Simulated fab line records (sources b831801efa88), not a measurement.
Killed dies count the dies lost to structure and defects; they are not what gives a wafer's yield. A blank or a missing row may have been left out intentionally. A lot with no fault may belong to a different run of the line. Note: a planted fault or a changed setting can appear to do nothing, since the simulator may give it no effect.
The tool behind it: which one? -- flow gf180mcu -- Sampling: 13 lots, 39 wafers, 2 of 602 route steps

WHAT EACH GAUGE READ, for each wafer
GF_CONTACT_THK_MEAS_01. Usual: CONTACT_CVD_00_THK gives 300 nm (standard deviation 4.1).
lot,measured,on,CONTACT_CVD_00_THK (nm),flag
L824,day 16 11:34,filmMetro-03,296 297 297,
L825,day 16 16:51,filmMetro-04,300 300 302,
L827,day 17 15:31,filmMetro-03,306 308 303,
L828,day 17 19:35,filmMetro-04,294 295 295,
L829,day 18 08:07,filmMetro-02,296 296 296,
L830,day 18 14:25,filmMetro-03,295 299 295,
L832,day 19 10:10,filmMetro-04,299 299 302,
L834,day 20 02:58,filmMetro-03,305 305 157,OFF
L836,day 20 16:11,filmMetro-02,305 309 155,OFF
L838,day 21 10:44,filmMetro-04,293 300 303,
L842,day 23 00:19,filmMetro-04,306 305 304,
L843,day 23 02:40,filmMetro-03,301 302 298,
L844,day 23 07:46,filmMetro-02,299 303 301,

EACH LOT AND THE TOOL THAT RAN IT (in order: tool; ch and the chambers of the sampled wafers; start)
lot,GF_CONTACT_CVD_00
L824,"hdpcvd-01 ch 0,1, day 16 11:31"
L825,"hdpcvd-01 ch 0,2, day 16 16:49"
L827,"hdpcvd-02 ch 1,2, day 17 15:28"
L828,"hdpcvd-01 ch 0,1,2, day 17 19:32"
L829,"hdpcvd-01 ch 1,2, day 18 08:03"
L830,"hdpcvd-01 ch 0,2, day 18 14:22"
L832,"hdpcvd-02 ch 0,1, day 19 10:07"
L834,"hdpcvd-02 ch 0,2, day 20 02:55"
L836,"hdpcvd-02 ch 0,1,2, day 20 16:08"
L838,"hdpcvd-01 ch 0,1, day 21 10:41"
L842,"hdpcvd-02 ch 1,2, day 23 00:16"
L843,"hdpcvd-02 ch 0,1,2, day 23 02:36"
L844,"hdpcvd-02 ch 0,1, day 23 07:42"
- GF_CONTACT_CVD_00: deposits SiO2, target thk 300 nm, time 50 s.

WHAT THE TOOLS THEMSELVES READ (means of the sampled wafers that have a number; where no wafer has one, the mark that the record gives instead)
GF_CONTACT_CVD_00. Usual: pressureMtorr 6.000 mTorr, standard deviation 0.012; sih4FlowSccm 60.02 sccm, standard deviation 0.19.
lot,tool,pressureMtorr (mTorr),sih4FlowSccm (sccm),flag
L824,hdpcvd-01,5.992,60.22,
L825,hdpcvd-01,6.003,59.98,
L827,hdpcvd-02,5.986,60.07,
L828,hdpcvd-01,6.010,60.10,
L829,hdpcvd-01,5.998,59.75,
L830,hdpcvd-01,5.998,60.26,
L832,hdpcvd-02,5.998,59.98,
L834,hdpcvd-02,6.012,50.03,OFF
L836,hdpcvd-02,6.013,49.94,OFF
L838,hdpcvd-01,6.004,60.06,
L842,hdpcvd-02,6.015,59.89,
L843,hdpcvd-02,6.000,60.22,
L844,hdpcvd-02,6.013,60.01,

THE ANSWER, worked out from the rows above alone
Rule: a lot is off if the mean of its wafers that have a number lies more than 3 standard deviations from the usual mean. A lot without any number at a reading at which 4 lots or more have one is off too. The other lots that the step has rows for count as sound. First the gauges in route order, then the tools' own readings, where a lot's mean is used as printed above. At the first step where some lot is off, the reading lying furthest off is the one used; lots without a number count as furthest.
Off: L834, L836, seen at GF_CONTACT_THK_MEAS_01 (CONTACT_CVD_00_THK).
If a tool, at a process step before that reading, ran all the lots that are off and no sound lot after the first of them, it fits. The gauges at GF_CONTACT_THK_MEAS_01 aren't tried: what is off there is off at GF_CONTACT_CVD_00 too, on other tools, and a gauge's error can't cause that. None of those tried fits.

WHAT HAD BEEN PUT IN BY THE SIMULATOR
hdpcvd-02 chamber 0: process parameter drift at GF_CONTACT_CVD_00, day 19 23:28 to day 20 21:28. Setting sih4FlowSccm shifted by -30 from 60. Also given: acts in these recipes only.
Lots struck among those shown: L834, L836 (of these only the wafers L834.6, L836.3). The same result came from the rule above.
